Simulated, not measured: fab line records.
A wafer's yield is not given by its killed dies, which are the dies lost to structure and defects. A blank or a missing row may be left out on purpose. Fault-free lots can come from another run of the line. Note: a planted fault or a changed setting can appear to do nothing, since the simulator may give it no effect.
fab line records	flow sky130
[record] lots = 11	wafers = 33	last_day = 50
route steps=708 shown POLY_GATE@235 LDD_HVP@287 SD_P@324 RES_XHIGH@341 LI_CONTACT@365 PAD_OPEN@708
lots that met no fault: from a run of the same line without faults
start_h: start of the lot's first displayed wafer, in hours after the record's first day	wait_h: hours since the lot's step before	" as in the row above	L1.1+2: several wafers, shown together as one row	- no value present, or no start provided	* or withheld: withheld	< > ~ a bound
route shown NAME@n: names a module that has steps shown in the file, with the first one's number in the route	usual: the fault-free wafers' mean and standard deviation	same: alike in all rows	chamber/n: place in a boat	sites: per-site readings	_std_site: standard deviation of those values	_edge_site: mean of outer sites minus mean of inner sites	radius_mm: how far each site lies from the wafer's centre	mask NAME#n: copy n	behind: tool/chamber where the wafer was last shaped	hold: the reason the lot was held/the length of the hold in hours/how it ended	device: whichever transistor did not switch (one of n, p or np)	end of line: at the end of the route, the tests of the same wafers	a step with no rows: only its recipe	killed: dies that structure and defects cost at the first sort, which is not the same as the wafer's yield	map: the dies of a wafer, with x for killed, . for not killed, _ for no die there
set.NAME: the setting the step ran with; set.NAME@STEP: the setting that earlier step ran with	model.NAME: the simulator's own value behind a step, which no gauge read
a sample of lots followed through the steps of the route, with each step as a table and each wafer as a row
services: the hour from which a tool's chamber was out of use, counted from the record's first day as start_h (under 0 if before that day), plus the number of hours and why
[[steps]]
[step SKY_POLY_GATE_THK_MEAS_21]
[recipe] reads = SiO2_of_POLY_GATE_OXIDATION_20
[usual] POLY_GATE_OXIDATION_THK = 4.04/0.077
lot.wafer	tool	chamber	start_h	wait_h	POLY_GATE_OXIDATION_THK[nm]
L560.2	film_metro-04	-	386.83	0.0	3.89
L560.3	"	-	"	"	3.90
L560.5	"	-	"	"	3.93
L562.2	film_metro-02	-	396.12	0.0	4.14
L562.3	"	-	"	"	4.18
L562.4	"	-	"	"	4.06
L563.1	film_metro-02	-	418.38	0.0	3.98
L563.2	"	-	"	"	3.95
L563.6	"	-	"	"	4.01
L564.1	film_metro-04	-	418.38	0.0	4.13
L564.5	"	-	"	"	4.06
L564.6	"	-	"	"	4.08
L565.1	film_metro-03	-	432.17	0.0	4.18
L565.2	"	-	"	"	4.08
L565.5	"	-	"	"	4.13
L567.3	film_metro-02	-	444.81	0.0	4.09
L567.4	"	-	"	"	4.09
L567.6	"	-	"	"	4.16
L568.3	film_metro-04	-	453.15	0.0	3.98
L568.5	"	-	"	"	4.03
L568.6	"	-	"	"	4.01
L573.2	film_metro-03	-	489.51	0.0	4.08
L573.4	"	-	"	"	4.07
L573.6	"	-	"	"	4.03
L572.1	film_metro-03	-	490.60	0.0	3.94
L572.2	"	-	"	"	3.95
L572.5	"	-	"	"	3.90
L575.2	film_metro-03	-	515.12	0.0	4.09
L575.3	"	-	"	"	4.08
L575.6	"	-	"	"	4.06
L582.2	film_metro-03	-	569.62	0.0	4.03
L582.4	"	-	"	"	4.06
L582.5	"	-	"	"	4.00
[step SKY_LDD_HVP_STRIP_09]
[recipe] chemistry = O2/N2	power_w = 1400	pressure_mtorr = 1500	platen_temp_c = withheld	o2_flow_sccm = 3000	n2_flow_sccm = 300	overash_fraction = 0.5
[usual] drypump_motor_current_A = 5.4/0.37	oes_product_au = 0.408/0.0047	strip_time_to_endpoint_s = 4.137/0.012
[same] overash_fraction = 0.5
lot.wafer	tool	chamber	start_h	wait_h	drypump_motor_current_A	oes_product_au	rf_hours_counter_h	strip_time_to_endpoint_s
L560.2	plasma_asher-01	0	507.39	0.1	5.1	0.411	9	4.144
L560.3	"	0	"	"	5.1	0.405	-	4.131
L560.5	"	0	"	"	5.1	0.409	-	4.139
L562.2	plasma_asher-03	0	519.29	0.1	6.1	0.408	83	4.121
L562.3	"	1	"	"	5.3	0.411	-	4.135
L562.4	"	0	"	"	6.1	0.411	-	4.148
L563.1	plasma_asher-01	0	540.15	0.1	5.1	0.413	12	4.109
L563.2	"	1	"	"	5.0	0.414	12	4.128
L563.6	"	1	"	"	5.0	0.411	-	4.125
L564.1	plasma_asher-03	1	540.60	0.1	5.4	0.408	85	4.145
L564.5	"	1	"	"	5.4	0.401	-	4.124
L564.6	"	0	"	"	6.1	0.406	-	4.111
L565.1	plasma_asher-04	1	554.65	0.1	5.4	0.416	37	4.134
L565.2	"	0	"	"	5.1	0.410	37	4.135
L565.5	"	1	"	"	5.4	0.418	-	4.121
L567.3	plasma_asher-01	1	566.78	0.1	5.0	0.405	-	4.149
L567.4	"	0	"	"	5.1	0.412	-	4.153
L567.6	"	0	"	"	5.1	0.415	-	4.142
L568.3	plasma_asher-04	1	573.88	0.1	5.4	0.393	-	4.143
L568.5	"	0	"	"	5.1	0.399	-	4.111
L568.6	"	1	"	"	5.4	0.410	-	4.131
L573.2	plasma_asher-03	0	611.14	0.1	6.1	0.414	92	4.139
L573.4	"	0	"	"	6.1	0.412	-	4.142
L573.6	"	1	"	"	5.3	0.401	-	4.135
L572.1	plasma_asher-01	0	612.00	0.1	5.1	0.405	19	4.155
L572.2	"	1	"	"	5.0	0.412	19	4.141
L572.5	"	0	"	"	5.1	0.412	-	4.133
L575.2	plasma_asher-03	0	634.09	0.1	6.1	0.409	94	4.132
L575.3	"	1	"	"	5.3	0.410	-	4.156
L575.6	"	0	"	"	6.1	0.410	-	4.151
L582.2	plasma_asher-01	1	686.60	0.1	5.0	0.421	26	4.149
L582.4	"	0	"	"	5.1	0.408	-	4.145
L582.5	"	0	"	"	5.1	0.406	-	4.127
[step SKY_SD_P_EXPOSE_04]
[recipe] mask_id = PSDM	na = 0.6	source_shape = conventional	sigma_outer = 0.6	polarization = unpolarized	target_cd_nm = 380	dose_mj = 138
lot.wafer	tool	chamber	start_h	wait_h	mask
L560.2+3+5	iline_stepper-02	0	584.23	-	PSDM#0
L562.2+3+4	iline_stepper-02	0	596.91	-	PSDM#0
L563.1+2+6	iline_stepper-01	0	616.42	-	PSDM#0
L564.1+5+6	iline_stepper-01	0	617.36	-	PSDM#0
L565.1+2+5	iline_stepper-01	0	632.19	-	PSDM#0
L567.3+4+6	iline_stepper-02	0	643.85	-	PSDM#0
L568.3+5+6	iline_stepper-02	0	647.45	-	PSDM#0
L573.2+4+6	iline_stepper-01	0	683.63	-	PSDM#0
L572.1+2+5	iline_stepper-02	0	684.95	-	PSDM#0
L575.2+3+6	iline_stepper-02	0	709.03	-	URPM#0
L582.2+4+5	iline_stepper-01	0	757.23	-	PSDM#0
[step SKY_SD_P_CD_MEAS_07]
[recipe] target_cd_nm = 380
[usual] cd_nm = 380.3/2.7
lot.wafer	tool	chamber	start_h	wait_h	cd_nm
L560.2	cd_sem-02	-	599.05	0.1	380.7
L560.3	"	-	"	"	376.4
L560.5	"	-	"	"	382.7
L562.2	cd_sem-02	-	611.20	0.1	378.3
L562.3	"	-	"	"	379.8
L562.4	"	-	"	"	380.7
L563.1	cd_sem-02	-	630.66	0.1	379.0
L563.2	"	-	"	"	380.8
L563.6	"	-	"	"	380.0
L564.1	cd_sem-01	-	631.71	0.1	382.3
L564.5	"	-	"	"	379.1
L564.6	"	-	"	"	381.9
L565.1	cd_sem-01	-	646.13	0.1	382.3
L565.2	"	-	"	"	377.5
L565.5	"	-	"	"	379.0
L567.3	cd_sem-01	-	657.85	0.1	377.9
L567.4	"	-	"	"	378.3
L567.6	"	-	"	"	379.0
L568.3	cd_sem-01	-	660.52	0.1	378.4
L568.5	"	-	"	"	380.8
L568.6	"	-	"	"	378.8
L573.2	cd_sem-01	-	696.83	0.1	379.0
L573.4	"	-	"	"	378.4
L573.6	"	-	"	"	377.0
L572.1	cd_sem-01	-	698.36	0.1	380.2
L572.2	"	-	"	"	379.3
L572.5	"	-	"	"	380.3
L575.2	cd_sem-02	-	722.55	0.1	-
L575.3	"	-	"	"	-
L575.6	"	-	"	"	-
L582.2	cd_sem-02	-	770.19	0.1	375.3
L582.4	"	-	"	"	374.4
L582.5	"	-	"	"	374.9
[step SKY_SD_P_TW_MEAS_11]
[usual] SD_P_TW = 2825/16
lot.wafer	tool	chamber	start_h	wait_h	SD_P_TW
L560.2	film_metro-03	-	599.44	0.1	2803
L560.3	"	-	"	"	2808
L560.5	"	-	"	"	2811
L562.2	film_metro-02	-	611.59	0.1	2823
L562.3	"	-	"	"	2814
L562.4	"	-	"	"	2820
L563.1	film_metro-02	-	631.07	0.1	2819
L563.2	"	-	"	"	2823
L563.6	"	-	"	"	2821
L564.1	film_metro-02	-	632.12	0.1	2819
L564.5	"	-	"	"	2817
L564.6	"	-	"	"	2823
L565.1	film_metro-02	-	646.53	0.1	2821
L565.2	"	-	"	"	2840
L565.5	"	-	"	"	2831
L567.3	film_metro-04	-	658.24	0.1	2807
L567.4	"	-	"	"	2812
L567.6	"	-	"	"	2813
L568.3	film_metro-04	-	660.90	0.1	2830
L568.5	"	-	"	"	2809
L568.6	"	-	"	"	2806
L573.2	film_metro-04	-	697.36	0.1	2813
L573.4	"	-	"	"	2809
L573.6	"	-	"	"	2802
L572.1	film_metro-03	-	698.77	0.1	2843
L572.2	"	-	"	"	2822
L572.5	"	-	"	"	2828
L575.2	film_metro-03	-	722.94	0.1	30
L575.3	"	-	"	"	30
L575.6	"	-	"	"	30
L582.2	film_metro-02	-	770.58	0.1	2836
L582.4	"	-	"	"	2832
L582.5	"	-	"	"	2850
[step SKY_RES_XHIGH_TW_MEAS_09]
[usual] RES_XHIGH_TW = 1640/10
lot.wafer	tool	chamber	start_h	wait_h	RES_XHIGH_TW
L560.2	film_metro-03	-	628.52	0.1	1626
L560.3	"	-	"	"	1623
L560.5	"	-	"	"	1621
L562.2	film_metro-02	-	640.27	0.1	1642
L562.3	"	-	"	"	1643
L562.4	"	-	"	"	1634
L563.1	film_metro-04	-	659.36	0.1	1634
L563.2	"	-	"	"	1630
L563.6	"	-	"	"	1631
L564.1	film_metro-02	-	660.86	0.1	1635
L564.5	"	-	"	"	1638
L564.6	"	-	"	"	1630
L565.1	film_metro-04	-	674.41	0.1	1639
L565.2	"	-	"	"	1647
L565.5	"	-	"	"	1637
L567.3	film_metro-04	-	686.23	0.1	1648
L567.4	"	-	"	"	1637
L567.6	"	-	"	"	1640
L568.3	film_metro-02	-	688.63	0.1	1663
L568.5	"	-	"	"	1652
L568.6	"	-	"	"	1659
L573.2	film_metro-03	-	725.22	0.1	1642
L573.4	"	-	"	"	1655
L573.6	"	-	"	"	1650
L572.1	film_metro-04	-	726.41	0.1	1639
L572.2	"	-	"	"	1633
L572.5	"	-	"	"	1645
L575.2	film_metro-04	-	750.57	0.1	2886
L575.3	"	-	"	"	2899
L575.6	"	-	"	"	2882
L582.2	film_metro-04	-	797.02	0.1	1655
L582.4	"	-	"	"	1636
L582.5	"	-	"	"	1642
[step SKY_LI_CONTACT_BOW_MEAS_03]
[recipe] mode = bow
[usual] LI_CONTACT_BOW = 57/6.8
lot.wafer	tool	chamber	start_h	wait_h	LI_CONTACT_BOW[um]
L560.2	film_metro-02	-	658.54	0.1	57
L560.3	"	-	"	"	63
L560.5	"	-	"	"	62
L562.2	film_metro-03	-	669.58	0.2	52
L562.3	"	-	"	"	53
L562.4	"	-	"	"	58
L563.1	film_metro-02	-	688.99	0.2	65
L563.2	"	-	"	"	52
L563.6	"	-	"	"	55
L564.1	film_metro-02	-	690.00	0.1	72
L564.5	"	-	"	"	42
L564.6	"	-	"	"	66
L565.1	film_metro-02	-	703.46	0.2	47
L565.2	"	-	"	"	66
L565.5	"	-	"	"	66
L567.3	film_metro-03	-	715.35	0.3	69
L567.4	"	-	"	"	66
L567.6	"	-	"	"	51
L568.3	film_metro-02	-	717.69	0.2	56
L568.5	"	-	"	"	58
L568.6	"	-	"	"	67
L573.2	film_metro-02	-	753.23	0.1	64
L573.4	"	-	"	"	49
L573.6	"	-	"	"	47
L572.1	film_metro-02	-	755.29	0.1	57
L572.2	"	-	"	"	62
L572.5	"	-	"	"	61
L575.2	film_metro-02	-	778.31	0.2	62
L575.3	"	-	"	"	64
L575.6	"	-	"	"	54
L582.2	film_metro-04	-	824.51	0.2	52
L582.4	"	-	"	"	66
L582.5	"	-	"	"	60
[step SKY_PAD_OPEN_PROBE_99]
[usual] killed_at_M0_to_M3 = 44/7.3	killed_at_M4_up = 3.0/1.9	killed_at_contacts = 24/5	killed_at_front_end = 16/4.5	killed_at_other = 0.3/0.46	killed_dies = 87/10	killed_on_rim = 17/3.5	killed_open = 47/8.3	killed_short = 39/6.4
[same] gross_dies = 492	killed_at_back_side = 0
lot.wafer	tool	chamber	start_h	wait_h	killed_at_M0_to_M3	killed_at_M4_up	killed_at_contacts	killed_at_front_end	killed_at_other	killed_dies	killed_on_rim	killed_open	killed_short
L568.3	prober-02	-	1125.03	0.2	30	3	22	12	0	67	16	37	30
L568.5	prober-02	-	1125.13	0.2	27	2	25	18	1	73	15	50	23
L568.6	prober-02	-	1125.18	0.2	35	0	14	6	0	55	17	33	22
L575.2	prober-01	-	1166.28	0.1	47	2	20	422	1	492	96	54	31
L575.3	prober-01	-	1166.33	0.2	50	3	26	412	1	492	96	54	37
L575.6	prober-01	-	1166.48	0.2	54	1	28	409	0	492	96	56	39
// killed by level:class
L568.3 LI_CONTACT:geometric_particle:open=7 CONTACT:geometric_particle:open=6 LI_CONTACT:geometric_particle:short=6 POLY_GATE:geometric_particle:open=5 VIA1:geometric_particle:short=4 METAL1:geometric_particle:short=4 METAL3:geometric_particle:short=4 VIA3:geometric_particle:open=4
L568.5 LI_CONTACT:geometric_particle:open=11 VIA1:geometric_particle:open=8 CONTACT:geometric_particle:open=6 FIELD_ISO:geometric_particle:open=5 POLY_GATE:geometric_particle:open=5 LOCAL_INTERCONNECT:geometric_particle:short=4 VIA2:geometric_particle:open=4 VIA3:geometric_particle:open=4
L568.6 VIA1:geometric_particle:open=7 VIA3:geometric_particle:open=6 CONTACT:geometric_particle:open=6 METAL2:geometric_particle:short=6 VIA2:geometric_particle:open=5 LI_CONTACT:geometric_particle:open=3 VIA2:geometric_particle:short=3 POLY_GATE:geometric_particle:open=2
L575.2 SD_P:area_expose=407 CONTACT:geometric_particle:open=12 VIA3:geometric_particle:open=12 VIA1:geometric_particle:open=9 VIA1:geometric_particle:short=7 METAL2:geometric_particle:short=6 LI_CONTACT:geometric_particle:open=5 POLY_GATE:geometric_particle:open=4
L575.3 SD_P:area_expose=401 VIA1:geometric_particle:open=10 VIA2:geometric_particle:open=10 CONTACT:geometric_particle:short=7 CONTACT:geometric_particle:open=7 METAL1:geometric_particle:short=7 VIA3:geometric_particle:open=7 LI_CONTACT:geometric_particle:open=6
L575.6 SD_P:area_expose=397 CONTACT:geometric_particle:open=12 VIA1:geometric_particle:open=12 VIA3:geometric_particle:open=9 VIA2:geometric_particle:open=7 METAL1:geometric_particle:short=6 VIA1:geometric_particle:short=6 LI_CONTACT:geometric_particle:open=5
[[services]]
tool	chamber	start_h	hours	kind
iline_stepper-01	-	496.48	1.7	pm
plasma_asher-04	-	504.01	0.9	repair
iline_stepper-01	-	580.70	2.1	pm
iline_stepper-01	-	582.78	-	consumable_replace:lamp
iline_stepper-02	-	667.04	5.3	repair
iline_stepper-02	-	674.89	1.7	pm
plasma_asher-03	-	712.16	11.0	repair
iline_stepper-01	-	714.66	1.7	pm
plasma_asher-03	-	721.15	3.4	repair
plasma_asher-01	-	726.36	4.0	pm
iline_stepper-01	-	730.97	7.9	repair
plasma_asher-03	-	733.75	9.0	pm
plasma_asher-03	0	733.75	9.0	vent_cycle
plasma_asher-03	1	733.75	9.0	vent_cycle
plasma_asher-03	0	742.75	-	clean
plasma_asher-03	1	742.75	-	clean
[[key]]
[first_sign] step = SKY_SD_P_EXPOSE_04	reading = mask	direction = changed
[effect] step = SKY_SD_P_CD_MEAS_07	reading = cd_nm	direction = missing
[effect] step = SKY_SD_P_TW_MEAS_11	reading = SD_P_TW	direction = down	sigmas = 99+	usual = 2825	struck = 30
[effect] step = SKY_RES_XHIGH_TW_MEAS_09	reading = RES_XHIGH_TW	direction = up	sigmas = 99+	usual = 1640	struck = 2889
[effect] step = SKY_PAD_OPEN_PROBE_99	reading = killed_at_front_end	direction = up	sigmas = 88	usual = 16	struck = 414
[more_kills_born_at] SKY_SD_P_EXPOSE_04@iline_stepper-02 = 1205
met_at SKY_SD_P_EXPOSE_04
struck_lots L575
tester_left_out L575
not_acting_at SKY_POLY_GATE_THK_MEAS_21,SKY_LDD_HVP_STRIP_09,SKY_LI_CONTACT_BOW_MEAS_03
onset_between 684.95 709.03
[fault] kind = wrong_mask	tool = any	chamber = -	onset_h = 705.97	steps = SKY_SD_P_EXPOSE_04	aux_copy = URPM#0	scope = struck_lots_only
// tester_left_out: of these lots the tester's yield and bins aren't shown, on N5 and GAA mostly nor the transistor test; their killed dies are dies lost to structure and defects alone, not to doping, threshold or leakage, so they don't give the yield
